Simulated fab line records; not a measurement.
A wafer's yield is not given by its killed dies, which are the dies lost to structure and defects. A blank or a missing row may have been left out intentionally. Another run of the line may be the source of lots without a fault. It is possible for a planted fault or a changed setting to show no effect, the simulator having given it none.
Matching of chambers	flow sky130	SKY_LI_CONTACT_CMP_24 on cmp-01: 4 sister chambers
The step polishes, stops on PSG, t overpolish 20 s, target thk 0 nm. 14 wafers are shown with their chamber, then 7 later ones without.

## WAFERS, EACH WITH ITS CHAMBER
wafer	chamber	motor current A (A)	time to endpoint s (s)	head pressure psi (psi)
L477.2	0	13.0	93	3.515
L477.5	3	12.1	97	3.498
L477.6	2	11.6	94	3.503
L483.1	2	12.3	98	3.503
L483.2	0	12.9	94	3.500
L483.5	3	11.7	98	3.503
L484.1	3	11.8	98	3.503
L484.3	0	13.1	95	3.496
L484.4	2	12.1	95	3.510
L490.1	2	12.1	90	3.482
L490.3	0	13.1	93	3.493
L490.4	1	11.9	93	3.506
L491.3	1	11.6	92	3.511
L491.4	3	11.7	97	3.495

SIGNATURES (averages over the wafers above)
reading	chamber 0	chamber 1	chamber 2	chamber 3	scatter within a chamber
motor current A	13.025	11.750	12.025	11.825	0.212
time to endpoint s	93.75	92.50	94.25	97.50	1.92
head pressure psi	3.50100	3.50850	3.49950	3.49975	0.00887
Rule: a wafer's distance from a chamber is the root of the sum, over the readings, of the square of ((its reading less the chamber's mean) divided by the reading's scatter). The wafer belongs to the nearest chamber; if the next one is less than 2 further off, it can't be placed. The scatter is the square root of a quotient: the sum, over the shown wafers, of each reading's squared deviation from its chamber's mean, divided by wafers minus chambers.

## WAFERS MISSING THEIR CHAMBER
wafer	motor current A (A)	time to endpoint s (s)	head pressure psi (psi)
L491.5	12.3	92	3.499
L498.2	11.2	97	3.486
L498.3	12.9	100	3.502
L498.6	11.7	97	3.496
L499.4	11.0	100	3.495
L499.5	11.8	97	3.508
L499.6	11.9	100	3.505

## WHICH CHAMBER EACH WENT THROUGH
wafer	from the rows above	in truth
L491.5	can't be placed: 2 or 1 or 0 or 3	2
L498.2	can't be placed: 3 or 1 or 2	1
L498.3	can't be placed: 0 or 2 or 3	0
L498.6	can't be placed: 3 or 2 or 1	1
L499.4	can't be placed: 3 or 1 or 2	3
L499.5	can't be placed: 3 or 2 or 1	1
L499.6	can't be placed: 3 or 2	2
Correctly placed: 0 of 7. Cannot be placed on the basis of these rows: 7; the candidates contain the true chamber in 7. Number placed wrongly: 0.
